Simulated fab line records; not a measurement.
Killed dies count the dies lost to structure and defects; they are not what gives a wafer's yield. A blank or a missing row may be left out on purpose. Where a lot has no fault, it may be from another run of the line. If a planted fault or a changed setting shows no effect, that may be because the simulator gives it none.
Chamber matching	flow sky130	hdpcvd-02 running SKY_LI_CONTACT_HDPCVD_00: 3 sister chambers
The step deposits PSG, target thk 930 nm, time 155 s. 3 wafers are shown with their chamber, then 6 later ones without.

== EACH WAFER AND ITS CHAMBER ==
wafer	chamber	runLengthS (s)
L539.2	2	182.3
L539.3	0	182.8
L539.6	1	182.0

== WAFERS WITHOUT THEIR CHAMBER ==
wafer	runLengthS (s)
L540.2	182.1
L540.3	182.1
L540.6	183.4
L543.1	183.0
L543.3	183.2
L543.5	183.2

== WHICH CHAMBER EACH ONE RAN IN ==
wafer	from the rows above	in truth
L540.2	can't be placed: 1 or 2 or 0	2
L540.3	can't be placed: 1 or 2 or 0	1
L540.6	can't be placed: 0 or 2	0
L543.1	can't be placed: 0 or 2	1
L543.3	can't be placed: 0 or 2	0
L543.5	can't be placed: 0 or 2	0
Correct placement for 0 of the 6. Not placeable from these rows: 6 (in 5, the candidates include the true chamber). Wrongly placed: 0.
How it was worked out, from the rows above alone: a wafer's distance from a chamber is the root of the sum, over the readings, of the square of ((its reading less the chamber's mean) divided by the reading's scatter). The wafer belongs to the nearest chamber; if the next one is less than 2 further off, it can't be placed. The mean given for a chamber averages the wafers shown for that chamber. The scatter: root of mean squared gap, hidden wafer to nearest shown wafer, with one shown wafer a chamber.
